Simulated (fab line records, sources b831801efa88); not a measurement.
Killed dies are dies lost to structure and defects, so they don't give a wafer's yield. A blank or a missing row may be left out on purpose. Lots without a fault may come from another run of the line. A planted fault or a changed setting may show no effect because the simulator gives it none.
One fault seen from 2 desks | flow gf180mcu | each desk has only its own numbers; what lay behind them comes last

THE METROLOGY DESK
What the gauges read, lot by lot, whatever tool the lot ran on: means of the sampled wafers that have a number. A lot is out of limits, marked OUT, if its mean lies more than 4 standard deviations from the usual mean; the brackets give that distance.
Columns: A = MVSD_RS at GF_VT_IMPLANT_RS_MEAS_46, usual 456.4 ohm/sq; B = NWELL_RS at GF_VT_IMPLANT_RS_MEAS_47, usual 487.2 ohm/sq; C = LVPWELL_RS at GF_VT_IMPLANT_RS_MEAS_48, usual 1196 ohm/sq
lot  | first seen here | A                       | B                       | C
L342 | day 7 13:26     | 456.0                   | 487.9                   | 1196
L344 | day 8 01:25     | 133.0 (-99 or more) OUT | 133.0 (-99 or more) OUT | 133 (-99 or more) OUT
L345 | day 8 08:31     | 132.8 (-99 or more) OUT | 132.9 (-99 or more) OUT | 133 (-99 or more) OUT
L348 | day 9 02:11     | 456.2                   | 485.3                   | 1198
L350 | day 9 17:05     | 457.2                   | 487.1                   | 1195
L353 | day 10 13:31    | 456.4                   | 487.7                   | 1200
L354 | day 10 19:09    | 454.8                   | 487.7                   | 1196
L358 | day 11 23:14    | 455.4                   | 486.4                   | 1197
L359 | day 12 06:28    | 456.0                   | 487.7                   | 1202
L360 | day 12 14:53    | 455.2                   | 488.4                   | 1197
L361 | day 13 03:50    | 457.3                   | 487.1                   | 1198
L362 | day 13 13:40    | 456.0                   | 487.4                   | 1198
L364 | day 13 22:31    | 456.5                   | 488.3                   | 1202
L365 | day 14 06:59    | 457.1                   | 486.8                   | 1198
This desk's finding: out of limits on L344, L345; first on L344, day 8 01:25 (MVSD_RS at GF_VT_IMPLANT_RS_MEAS_46). In limits: L342, L348, L350, L353, L354, L358, L359, L360, L361, L362, L364, L365.

THE TOOL OWNER'S DESK: rtp_anneal-01
The tool's own readings at GF_VT_IMPLANT_RTA_45 (time 30 s): means of the sampled wafers that have a number, for each lot that ran on this tool. A lot is out of limits, marked OUT, if its mean lies more than 4 standard deviations from the usual mean; the brackets give that distance.
Columns: A = anneal_temp_c_max at GF_VT_IMPLANT_RTA_45, usual 1055.0; B = chamber_o2_ppm at GF_VT_IMPLANT_RTA_45, usual 2.002; C = lamp_power_pct at GF_VT_IMPLANT_RTA_45, usual 30.3 %; D = wafer_temp_C_max at GF_VT_IMPLANT_RTA_45, usual 1056.0
lot  | first seen here | A      | B     | C    | D
L342 | day 7 13:19     | 1056.9 | 1.990 | 31.9 | 1057.3
L348 | day 9 02:04     | 1056.0 | 2.010 | 31.9 | 1057.7
L353 | day 10 13:25    | 1057.0 | 1.983 | 31.9 | 1058.8
L358 | day 11 23:08    | 1057.4 | 2.018 | 31.9 | 1056.5
L359 | day 12 06:16    | 1057.2 | 1.990 | 32.0 | 1056.0
L365 | day 14 06:52    | 1056.6 | 1.992 | 31.9 | 1058.5
This desk's finding: nothing out of limits on any of the 6 lots.

PUT TOGETHER
The metrology desk could have raised an alarm at day 8 01:25, on L344, L345.
The tool owner's desk saw nothing out of limits.
The tool owner's desk has no number on record for L344, L345.
Of the lots named, all ran GF_VT_IMPLANT_RTA_45 on rtp_anneal-01.

WHAT THE SIMULATOR HAD PUT IN
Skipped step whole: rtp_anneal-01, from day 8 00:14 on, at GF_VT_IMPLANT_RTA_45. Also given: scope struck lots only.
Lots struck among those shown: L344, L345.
Hours from the fault's start to each desk's first reading out of limits: the metrology desk, 1.
